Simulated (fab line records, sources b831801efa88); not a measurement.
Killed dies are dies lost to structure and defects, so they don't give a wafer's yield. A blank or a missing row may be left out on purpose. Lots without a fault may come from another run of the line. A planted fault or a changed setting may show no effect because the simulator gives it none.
fab line records | flow sky130
record lots=7 wafers=21 last_day=50
route steps=708 shown LI_CONTACT@383 LOCAL_INTERCONNECT@387 PAD_OPEN@708
lots that met no fault: from a run of the same line without faults
start_h: hours from the record's first day to the start of the lot's first wafer shown | wait_h: hours since the lot's step before | " the same as in the row above | L1.1+2: a row that stands for several wafers | - no value, or no start given | * or withheld: withheld | < > ~ a bound
route shown NAME@n: a module of which the file shows steps, and the number in the route of the first | usual: mean/standard deviation of fault-free wafers | same: alike in all rows | chamber/n: place in a boat | sites: the reading at each site | _std_site: their standard deviation | _edge_site: outer sites' mean less inner sites' | radius_mm: how far each site lies from the wafer's centre | mask NAME#n: copy n | behind: the tool/chamber that last shaped the wafer | hold: why the lot was held/for how many hours/how that ended | device: the transistor (n, p or np) that didn't switch | end of line: the same wafers' tests at the end of the route | a step without rows: its recipe alone | killed: dies lost to structure and defects at the first sort, not the wafer's yield | map: a wafer's dies, x killed, . not, _ none there
set.NAME: the setting as run; set.NAME@STEP: as run at that earlier step | model.NAME: the simulator's own value behind a step, which no gauge read
lots at some steps of the route; a table a step, a row a wafer
services: from which hour (start_h, from the record's first day; less than 0 if before it) a tool's chamber was out of use, for how many hours, and why
## steps
# step SKY_LI_CONTACT_CVD_21
# recipe material=W target_thk_nm=400 time_s=120.56 temp_c=400 pressure_torr=40
# usual heater_power_outer_w=583/62 heater_power_w=936/48
# columns lot.wafer tool chamber start_h wait_h heater_power_outer_w heater_power_w
L650.3 cvd_w-01 0 744.40 0.1 549 883
L650.5 " 0 " " 541 909
L650.6 " 1 " " 670 1001
L653.1 cvd_w-02 0 776.38 0.0 525 893
L653.3 " 1 " " 598 941
L653.6 " 1 " " 609 957
L654.1 cvd_w-02 0 779.54 0.0 528 890
L654.4 " 0 " " 523 892
L654.5 " 0 " " 518 897
L659.1 cvd_w-02 1 815.04 0.0 591 940
L659.2 " 0 " " 516 901
L659.4 " 0 " " 513 872
L660.1 cvd_w-02 1 826.08 0.0 609 948
L660.3 " 1 " " 599 952
L660.4 " 0 " " 505 908
L661.3 cvd_w-02 1 829.44 0.1 612 927
L661.5 " 1 " " 605 952
L661.6 " 0 " " 530 880
L664.1 cvd_w-02 0 851.94 0.0 523 884
L664.3 " 1 " " 600 967
L664.6 " 1 " " 601 955
# step SKY_LI_CONTACT_RS_MEAS_22
# recipe thk_meas_gauge=four-point-probe reads=W_of_LI_CONTACT_CVD_21+TiN_of_LI_CONTACT_SPUTTER_20+Ti_of_LI_CONTACT_SPUTTER_19
# usual LI_CONTACT_W_RS=0.283/0.0047
# columns lot.wafer tool chamber start_h wait_h LI_CONTACT_W_RS[ohm/sq]
L650.3 film_metro-04 - 744.55 0.1 0.278
L650.5 " - " " 0.276
L650.6 " - " " 0.284
L653.1 film_metro-04 - 776.51 0.1 0.289
L653.3 " - " " 0.282
L653.6 " - " " 0.281
L654.1 film_metro-03 - 779.67 0.1 0.286
L654.4 " - " " 0.286
L654.5 " - " " 0.288
L659.1 film_metro-03 - 815.17 0.1 0.282
L659.2 " - " " 0.286
L659.4 " - " " 0.282
L660.1 film_metro-03 - 826.21 0.1 0.288
L660.3 " - " " 0.284
L660.4 " - " " 0.286
L661.3 film_metro-04 - 829.56 0.1 0.289
L661.5 " - " " 0.289
L661.6 " - " " 0.290
L664.1 film_metro-04 - 852.07 0.1 0.286
L664.3 " - " " 0.282
L664.6 " - " " 0.281
# step SKY_LI_CONTACT_THK_MEAS_23
# recipe thk_meas_gauge=xrf reads=W_of_LI_CONTACT_CVD_21
# usual LI_CONTACT_W_THK=409/9.3
# columns lot.wafer tool chamber start_h wait_h LI_CONTACT_W_THK[nm]
L650.3 film_metro-04 - 744.65 0.1 416
L650.5 " - " " 416
L650.6 " - " " 405
L653.1 film_metro-04 - 776.63 0.1 393
L653.3 " - " " 402
L653.6 " - " " 406
L654.1 film_metro-03 - 779.79 0.1 409
L654.4 " - " " 410
L654.5 " - " " 405
L659.1 film_metro-03 - 815.29 0.1 416
L659.2 " - " " 410
L659.4 " - " " 419
L660.1 film_metro-03 - 826.33 0.1 406
L660.3 " - " " 409
L660.4 " - " " 411
L661.3 film_metro-04 - 829.66 0.1 396
L661.5 " - " " 397
L661.6 " - " " 398
L664.1 film_metro-04 - 852.19 0.1 395
L664.3 " - " " 401
L664.6 " - " " 404
# step SKY_LI_CONTACT_CMP_24
# recipe stop_on=PSG t_overpolish_s=20 down_force_psi=3.5 platen_rpm=60 target_thk_nm=0 pad_velocity_m_s=0.94248
# usual motor_current_A=11.3/0.72 overpolish_run_s=20.001/0.0087 time_to_endpoint_s=98/3.1
# columns lot.wafer tool chamber start_h wait_h motor_current_A overpolish_run_s time_to_endpoint_s
L650.3 cmp-01 0 744.74 0.1 11.8 20.004 100
L650.6 " 3 " " 11.2 20.003 101
L650.5 " 0 " " 10.8 19.994 95
L653.1 cmp-01 2 776.69 0.1 11.6 19.997 97
L653.3 " 3 " " 11.0 19.996 98
L653.6 " 3 " " 11.3 20.013 98
L654.4 cmp-02 0 779.91 0.1 10.3 20.001 94
L654.1 " 1 " " 11.0 19.997 96
L654.5 " 3 " " 12.1 19.989 95
L659.4 cmp-02 3 815.35 0.0 12.6 20.004 103
L659.2 " 1 " " 10.9 19.995 104
L659.1 " 2 " " 12.9 20.011 101
L660.3 cmp-02 3 826.39 0.0 12.5 20.008 101
L660.4 " 0 " " 10.7 20.000 101
L660.1 " 2 " " 12.5 20.012 99
L661.3 cmp-01 0 829.80 0.1 10.9 20.015 90
L661.6 " 2 " " 11.3 20.000 93
L661.5 " 3 " " 11.3 19.993 95
L664.1 cmp-01 2 852.30 0.1 11.6 20.009 96
L664.3 " 0 " " 11.0 19.996 94
L664.6 " 2 " " 11.5 20.008 97
# step SKY_LOCAL_INTERCONNECT_SPUTTER_00
# recipe material=TiN target_thk_nm=100 temp_c=300 power_w=6500 time_s=83.3 chamber_pressure_pa=0.4
# usual throttle_valve_pct=30.0/1.2
# columns lot.wafer tool chamber start_h wait_h throttle_valve_pct
L650.3 pvd_sputter-03 - 744.99 0.2 27.9
L650.5 " - " " 29.9
L650.6 " - " " 30.1
L653.1 pvd_sputter-04 - 776.99 0.2 32.6
L653.3 " - " " 29.2
L653.6 " - " " 29.2
L654.1 pvd_sputter-04 - 780.16 0.1 29.1
L654.4 " - " " 29.8
L654.5 " - " " 30.1
L659.1 pvd_sputter-04 - 815.65 0.1 30.2
L659.2 " - " " 29.2
L659.4 " - " " 32.8
L660.1 pvd_sputter-04 - 826.69 0.1 29.7
L660.3 " - " " 30.5
L660.4 " - " " 32.5
L661.3 pvd_sputter-04 - 830.00 0.1 30.5
L661.5 " - " " 29.1
L661.6 " - " " 32.6
L664.1 pvd_sputter-04 - 852.55 0.2 29.4
L664.3 " - " " 29.1
L664.6 " - " " 29.8
# step SKY_LOCAL_INTERCONNECT_RS_MEAS_01
# recipe thk_meas_gauge=four-point-probe reads=TiN_of_LOCAL_INTERCONNECT_SPUTTER_00
# usual LOCAL_INTERCONNECT_TIN_RS=14.16/0.13
# columns lot.wafer tool chamber start_h wait_h LOCAL_INTERCONNECT_TIN_RS[ohm/sq]
L650.3 film_metro-01 - 745.09 0.1 14.07
L650.5 " - " " 14.14
L650.6 " - " " 14.08
L653.1 film_metro-01 - 777.05 0.0 14.26
L653.3 " - " " 14.14
L653.6 " - " " 14.29
L654.1 film_metro-01 - 780.22 0.0 14.26
L654.4 " - " " 14.30
L654.5 " - " " 14.14
L659.1 film_metro-02 - 815.71 0.0 13.97
L659.2 " - " " 14.09
L659.4 " - " " 14.25
L660.1 film_metro-01 - 826.75 0.0 14.19
L660.3 " - " " 14.09
L660.4 " - " " 14.25
L661.3 film_metro-02 - 830.11 0.1 13.99
L661.5 " - " " 13.89
L661.6 " - " " 14.01
L664.1 film_metro-02 - 852.62 0.0 14.26
L664.3 " - " " 14.13
L664.6 " - " " 14.20
# step SKY_LOCAL_INTERCONNECT_THK_MEAS_02
# recipe thk_meas_gauge=xrf reads=TiN_of_LOCAL_INTERCONNECT_SPUTTER_00
# usual LOCAL_INTERCONNECT_TIN_THK=101.3/1.1
# columns lot.wafer tool chamber start_h wait_h LOCAL_INTERCONNECT_TIN_THK[nm]
L650.3 film_metro-01 - 745.19 0.1 101.0
L650.5 " - " " 100.9
L650.6 " - " " 100.8
L653.1 film_metro-01 - 777.17 0.1 101.2
L653.3 " - " " 101.2
L653.6 " - " " 100.1
L654.1 film_metro-01 - 780.34 0.1 101.0
L654.4 " - " " 100.9
L654.5 " - " " 101.6
L659.1 film_metro-02 - 815.83 0.1 102.6
L659.2 " - " " 101.9
L659.4 " - " " 100.7
L660.1 film_metro-01 - 826.87 0.1 101.9
L660.3 " - " " 102.3
L660.4 " - " " 100.9
L661.3 film_metro-02 - 830.21 0.1 103.3
L661.5 " - " " 104.0
L661.6 " - " " 102.9
L664.1 film_metro-02 - 852.74 0.1 101.2
L664.3 " - " " 101.4
L664.6 " - " " 101.6
# step SKY_LOCAL_INTERCONNECT_DEHYDRATE_03
# recipe temp_c=200 time_s=60
# step SKY_LOCAL_INTERCONNECT_HMDS_04
# recipe prime_time_s=60 prime_temp_c=120
# step SKY_LOCAL_INTERCONNECT_COAT_05
# recipe resist=BARC temp_c=withheld time_s=withheld spin_rpm=3000 resist_thk_nm=60
# step SKY_LOCAL_INTERCONNECT_COAT_06
# recipe resist=KrF-thick spin_rpm=3000 resist_thk_nm=450
# step SKY_LOCAL_INTERCONNECT_SOFTBAKE_07
# recipe temp_c=100 time_s=90 resist=KrF-thick
# step SKY_LOCAL_INTERCONNECT_EXPOSE_08
# recipe mask_id=LI1M na=0.8 source_shape=annular sigma_inner=0.55 sigma_outer=0.85 target_cd_nm=170 dose_mj=28
# usual exposure_dose_mJ_cm2=27.98/0.033 reticle_temp_C=23.01/0.11 stage_vel_mm_s=500.02/0.26
# same sigma_outer=0.85
# columns lot.wafer tool chamber start_h wait_h mask exposure_dose_mJ_cm2 reticle_temp_C stage_vel_mm_s
L650.3 krf_scanner-01 0 759.22 - LI1M#0 27.95 23.10 500.27
L650.5 " 0 " " LI1M#0 27.96 23.14 500.49
L650.6 " 0 " " LI1M#0 27.99 22.96 500.31
L653.1 krf_scanner-01 0 790.53 - LI1M#0 27.98 23.08 499.66
L653.3 " 0 " " LI1M#0 27.97 23.14 500.41
L653.6 " 0 " " LI1M#0 28.03 23.17 499.96
L654.1 krf_scanner-02 0 794.14 - LI1M#0 27.95 22.95 500.07
L654.4 " 0 " " LI1M#0 27.99 23.11 500.01
L654.5 " 0 " " LI1M#0 28.02 23.01 499.94
L659.1 krf_scanner-02 0 828.83 - LI1M#0 26.55 23.14 499.77
L659.2 " 0 " " LI1M#0 26.53 23.08 499.96
L659.4 " 0 " " LI1M#0 26.52 22.97 499.84
L660.1 krf_scanner-02 0 839.92 - LI1M#0 26.53 23.13 499.91
L660.3 " 0 " " LI1M#0 26.49 23.00 499.62
L660.4 " 0 " " LI1M#0 26.50 23.03 500.04
L661.3 krf_scanner-02 0 843.67 - LI1M#0 26.83 23.08 500.11
L661.5 " 0 " " LI1M#0 26.87 22.85 500.54
L661.6 " 0 " " LI1M#0 26.82 23.01 499.97
L664.1 krf_scanner-01 0 865.51 - LI1M#0 27.95 23.10 500.09
L664.3 " 0 " " LI1M#0 27.96 23.11 499.66
L664.6 " 0 " " LI1M#0 27.96 23.17 500.09
# step SKY_LOCAL_INTERCONNECT_PEB_09
# recipe peb_temp_c=withheld peb_time_s=withheld resist=KrF-thick
# step SKY_LOCAL_INTERCONNECT_DEVELOP_10
# recipe develop_time_s=60 resist=KrF-thick dev_temp_c=21
# step SKY_LOCAL_INTERCONNECT_CD_MEAS_11
# recipe target_cd_nm=170
# usual cd_nm=170.4/1.5
# columns lot.wafer tool chamber start_h wait_h cd_nm
L650.3 cd_sem-02 - 772.82 - 171.1
L650.5 " - " " 171.3
L650.6 " - " " 170.4
L653.1 cd_sem-01 - 804.23 - 171.2
L653.3 " - " " 171.9
L653.6 " - " " 172.4
L654.1 cd_sem-01 - 806.73 - 172.2
L654.4 " - " " 169.7
L654.5 " - " " 170.5
L659.1 cd_sem-01 - 841.38 - 178.7
L659.2 " - " " 179.1
L659.4 " - " " 179.6
L660.1 cd_sem-02 - 853.18 - 181.3
L660.3 " - " " 182.5
L660.4 " - " " 181.8
L661.3 cd_sem-02 - 857.17 - 179.1
L661.5 " - " " 179.2
L661.6 " - " " 179.8
L664.1 cd_sem-01 - 878.84 - 167.6
L664.3 " - " " 168.2
L664.6 " - " " 167.7
# step SKY_LOCAL_INTERCONNECT_OVL_MEAS_12
# usual LOCAL_INTERCONNECT_OVL=-2/4.7
# columns lot.wafer tool chamber start_h wait_h LOCAL_INTERCONNECT_OVL[nm]
L650.3 overlay-02 - 772.91 0.1 -3
L650.5 " - " " -11
L650.6 " - " " -6
L653.1 overlay-02 - 804.37 0.1 -3
L653.3 " - " " 0
L653.6 " - " " -4
L654.1 overlay-02 - 806.85 0.1 -4
L654.4 " - " " 3
L654.5 " - " " -3
L659.1 overlay-02 - 841.50 0.1 1
L659.2 " - " " 2
L659.4 " - " " -5
L660.1 overlay-02 - 853.30 0.1 -5
L660.3 " - " " 1
L660.4 " - " " -4
L661.3 overlay-02 - 857.27 0.1 -3
L661.5 " - " " 1
L661.6 " - " " -5
L664.1 overlay-02 - 878.96 0.1 0
L664.3 " - " " 6
L664.6 " - " " 4
# step SKY_LOCAL_INTERCONNECT_ETCH_13
# recipe chemistry=N2/H2 target=BARC ion_energy_ev=200 bias_w=100 pressure_mtorr=30 n2_flow_sccm=100 h2_flow_sccm=200 icp_w=500 stop_on=SiO2 time_s=43.91 target_depth_a=600
# usual drypump_motor_current_A=5.7/0.42 oes_product_au=0.876/0.0045 throttle_valve_pct=13.228/0.0097
# columns lot.wafer tool chamber start_h wait_h drypump_motor_current_A oes_product_au rf_hours_counter_h throttle_valve_pct model.LOCAL_INTERCONNECT.cd_nm
L650.3 rie_metal-03 0 772.96 0.0 5.6 0.878 - 13.226 171.4
L650.5 " 0 " " 5.6 0.886 - 13.220 171.2
L650.6 " 1 " " 4.9 0.872 - 13.237 170.5
L653.1 rie_metal-03 0 804.41 0.0 5.6 0.871 15 13.235 171.6
L653.3 " 1 " " 4.9 0.890 - 13.247 173.1
L653.6 " 0 " " 5.6 0.878 - 13.238 172.5
L654.1 rie_metal-02 0 806.89 0.0 5.6 0.880 6 13.212 171.7
L654.4 " 0 " " 5.6 0.868 - 13.229 169.4
L654.5 " 1 " " 6.1 0.882 - 13.219 170.4
L659.1 rie_metal-04 1 841.54 0.0 5.6 0.872 2 13.242 179.1
L659.2 " 0 " " 6.2 0.873 7 13.214 179
L659.4 " 0 " " 6.2 0.875 - 13.216 179.5
L660.1 rie_metal-02 0 853.34 0.0 5.6 0.872 8 13.238 181.4
L660.3 " 1 " " 6.1 0.877 - 13.224 182.8
L660.4 " 0 " " 5.6 0.877 - 13.229 181.4
L661.3 rie_metal-02 1 857.31 0.0 6.1 0.877 - 13.239 179.5
L661.5 " 0 " " 5.6 0.872 - 13.247 179
L661.6 " 1 " " 6.1 0.875 - 13.229 180.4
L664.1 rie_metal-02 1 878.99 0.0 6.1 0.873 8 13.216 167.5
L664.3 " 1 " " 6.1 0.878 - 13.228 167.8
L664.6 " 1 " " 6.1 0.878 - 13.218 167.2
# step SKY_LOCAL_INTERCONNECT_METAL_ETCH_14
# recipe target_depth_nm=110 stop_on=PSG chemistry=Cl2/BCl3 target=TiN resist_sidewall_deg=88 pressure_mtorr=10 icp_w=900 bias_w=48.5 Cl2_flow_sccm=60 bcl3_flow_sccm=30 time_s=31.4
# usual drypump_motor_current_A=5.7/0.42 oes_product_au=0.939/0.0069 throttle_valve_pct=21.902/0.0095
# columns lot.wafer tool chamber start_h wait_h drypump_motor_current_A oes_product_au rf_hours_counter_h throttle_valve_pct model.LOCAL_INTERCONNECT.cd_nm
L650.3 rie_metal-03 0 773.02 0.0 5.6 0.942 - 21.903 171.5
L650.5 " 0 " " 5.6 0.937 - 21.905 171.1
L650.6 " 1 " " 4.9 0.933 - 21.905 171.2
L653.1 rie_metal-03 0 804.47 0.0 5.6 0.933 15 21.901 171.7
L653.3 " 1 " " 4.9 0.942 - 21.893 174.2
L653.6 " 0 " " 5.5 0.931 - 21.910 172.5
L654.1 rie_metal-02 0 806.95 0.0 5.5 0.936 6 21.905 172
L654.4 " 0 " " 5.6 0.936 - 21.896 169.5
L654.5 " 1 " " 6.1 0.941 - 21.885 170.4
L659.1 rie_metal-04 1 841.60 0.0 5.7 0.947 2 21.907 179.2
L659.2 " 0 " " 6.2 0.934 7 21.895 179.6
L659.4 " 0 " " 6.1 0.931 - 21.899 179.4
L660.1 rie_metal-02 0 853.40 0.0 5.6 0.939 8 21.909 181.4
L660.3 " 1 " " 6.1 0.943 - 21.897 182.9
L660.4 " 0 " " 5.5 0.932 - 21.896 181.8
L661.3 rie_metal-02 1 857.37 0.0 6.2 0.949 - 21.881 179.6
L661.5 " 0 " " 5.6 0.953 - 21.895 178.6
L661.6 " 1 " " 6.2 0.942 - 21.908 180.3
L664.1 rie_metal-02 1 879.06 0.0 6.2 0.930 8 21.897 167.1
L664.3 " 1 " " 6.1 0.942 - 21.901 167.8
L664.6 " 1 " " 6.2 0.939 - 21.898 167.3
# step SKY_LOCAL_INTERCONNECT_STRIP_15
# recipe chemistry=O2/N2 power_w=1400 pressure_mtorr=1500 platen_temp_c=withheld o2_flow_sccm=3000 n2_flow_sccm=300 overash_fraction=0.5
# usual drypump_motor_current_A=5.8/0.36 oes_product_au=0.427/0.0042 strip_time_to_endpoint_s=4.751/0.016
# columns lot.wafer tool chamber start_h wait_h drypump_motor_current_A oes_product_au rf_hours_counter_h strip_time_to_endpoint_s
L650.3 plasma_asher-04 0 773.08 0.1 5.4 0.427 - 4.760
L650.5 " 0 " " 5.5 0.426 - 4.761
L650.6 " 1 " " 5.8 0.425 - 4.743
L653.1 plasma_asher-04 0 804.52 0.0 5.4 0.428 39 4.778
L653.3 " 0 " " 5.4 0.431 - 4.766
L653.6 " 1 " " 5.8 0.425 - 4.783
L654.1 plasma_asher-03 1 807.00 0.0 5.3 0.429 71 4.742
L654.4 " 1 " " 5.3 0.431 - 4.748
L654.5 " 0 " " 6.2 0.428 - 4.726
L659.1 plasma_asher-04 0 841.65 0.0 5.4 0.428 43 4.754
L659.2 " 1 " " 5.8 0.428 43 4.760
L659.4 " 0 " " 5.4 0.429 - 4.746
L660.1 plasma_asher-04 0 853.45 0.0 5.4 0.421 44 4.737
L660.3 " 1 " " 5.8 0.425 - 4.753
L660.4 " 0 " " 5.4 0.427 - 4.751
L661.3 plasma_asher-03 0 857.44 0.1 6.2 0.431 - 4.760
L661.5 " 0 " " 6.2 0.420 - 4.738
L661.6 " 1 " " 5.4 0.420 - 4.767
L664.1 plasma_asher-03 0 879.11 0.0 6.2 0.437 78 4.733
L664.3 " 0 " " 6.2 0.424 - 4.773
L664.6 " 1 " " 5.3 0.424 - 4.756
# step SKY_PAD_OPEN_PROBE_99
# usual defect_limited_yield=82.9/1.8 killed_at_M0_to_M3=42/7.2 killed_at_M4_up=3.2/1.8 killed_at_contacts=24/5.4 killed_at_front_end=15/4 killed_at_other=0.3/0.59 killed_dies=84/9 killed_on_rim=17/3.3 killed_open=46/7.1 killed_short=38/6 sort_bin_3_pad_short=0.8/0.41 sort_bin_5_function=10.1/1.3 sort_bin_6_memory=6.3/1.2 sort_n_pass=408/9 sort_yield_pct=82.9/1.8
# same gross_dies=492 killed_at_back_side=0 sort_bin_4_leakage[%]=0 sort_bin_8_speed[%]=0
# columns lot.wafer tool chamber start_h wait_h defect_limited_yield[%] killed_at_M0_to_M3 killed_at_M4_up killed_at_contacts killed_at_front_end killed_at_other killed_dies killed_on_rim killed_open killed_short sort_bin_3_pad_short[%] sort_bin_5_function[%] sort_bin_6_memory[%] sort_n_pass sort_yield_pct[%]
L653.1 prober-02 - 1154.62 0.1 84.6 33 1 24 17 1 76 19 48 27 0.6 8.1 6.7 416 84.6
L653.3 prober-02 - 1154.72 0.2 83.9 39 2 22 16 0 79 16 41 36 0.8 10.6 4.7 413 83.9
L653.6 prober-02 - 1154.87 0.2 81.3 40 1 27 24 0 92 15 52 39 0.6 10.2 7.9 400 81.3
# killed by level:class
L653.1 LI_CONTACT:geometric_particle:open=9 CONTACT:geometric_particle:open=8 VIA3:geometric_particle:open=7 VIA2:geometric_particle:open=6 POLY_GATE:geometric_particle:open=5 FIELD_ISO:geometric_particle:open=4 VIA1:geometric_particle:open=4 METAL2:geometric_particle:short=4
L653.3 VIA1:geometric_particle:open=13 LOCAL_INTERCONNECT:geometric_particle:short=9 VIA1:geometric_particle:short=5 LI_CONTACT:geometric_particle:open=4 CONTACT:geometric_particle:open=4 VIA2:geometric_particle:open=4 POLY_GATE:geometric_particle:open=3 POLY_GATE:geometric_particle:short=3
L653.6 VIA1:geometric_particle:open=12 LI_CONTACT:geometric_particle:open=9 CONTACT:geometric_particle:open=7 FIELD_ISO:geometric_particle:open=6 POLY_GATE:geometric_particle:short=6 VIA3:geometric_particle:open=6 METAL1:geometric_particle:short=5 POLY_GATE:geometric_particle:open=4
## services
# columns tool chamber start_h hours kind
krf_scanner-02 - 725.03 1.0 pm
krf_scanner-02 - 729.75 0.8 repair
cmp-02 - 729.94 3.3 repair
rie_metal-02 - 737.00 0.3 repair
cmp-02 - 744.00 4.0 pm
cmp-01 - 753.50 1.7 repair
krf_scanner-01 - 761.04 1.3 pm
rie_metal-02 1 767.73 3.0 repair
krf_scanner-01 - 768.38 1.0 repair
krf_scanner-01 - 773.12 1.0 pm
krf_scanner-02 - 777.67 0.8 pm
cmp-02 - 782.34 1.4 repair
cmp-01 - 783.59 2.2 repair
rie_metal-02 1 783.87 3.4 repair
cmp-01 - 785.07 1.1 repair
krf_scanner-02 - 804.31 1.3 pm
rie_metal-03 0 815.69 27.9 repair
cvd_w-02 1 816.78 3.1 repair
krf_scanner-02 - 844.65 2.5 repair
rie_metal-03 - 845.88 2.8 pm
cmp-01 - 853.73 3.5 repair
cvd_w-02 - 863.23 2.8 pm
cmp-01 - 866.12 0.4 repair
pvd_sputter-04 - 878.41 0.5 repair
## key
first_sign step=SKY_LOCAL_INTERCONNECT_EXPOSE_08 reading=exposure_dose_mJ_cm2 direction=down sigmas=41 usual=* struck=*
effect step=SKY_LOCAL_INTERCONNECT_CD_MEAS_11 reading=cd_nm direction=up sigmas=6.4 usual=170.4 struck=180.1 through=control_loop
model_effect step=SKY_LOCAL_INTERCONNECT_ETCH_13 value=LOCAL_INTERCONNECT.cd_nm without=170.4 struck=180.2
model_effect step=SKY_LOCAL_INTERCONNECT_METAL_ETCH_14 value=LOCAL_INTERCONNECT.cd_nm without=170.5 struck=180.3
met_at SKY_LOCAL_INTERCONNECT_EXPOSE_08
struck_wafers L659.1,L659.2,L659.4,L660.1,L660.3,L660.4,L661.3,L661.5,L661.6
rows_end L659.1,L659.2,L659.4,L660.1,L660.3,L660.4,L661.3,L661.5,L661.6
loop_trim step=SKY_LOCAL_INTERCONNECT_EXPOSE_08 setting=dose lots=L661
onset_between 794.14 828.83
fault kind=process_parameter_drift tool=krf_scanner-02 chamber=- onset_h=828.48 steps=SKY_LOCAL_INTERCONNECT_EXPOSE_08 channel=dose_mj offset=-1.4843 shape=step acts_in=these_recipes_only stated=28
# rows_end: these wafers met a further fault down the route, and their rows from its step on are left out
# loop_trim: a control loop set the setting to another value than it would have without faults
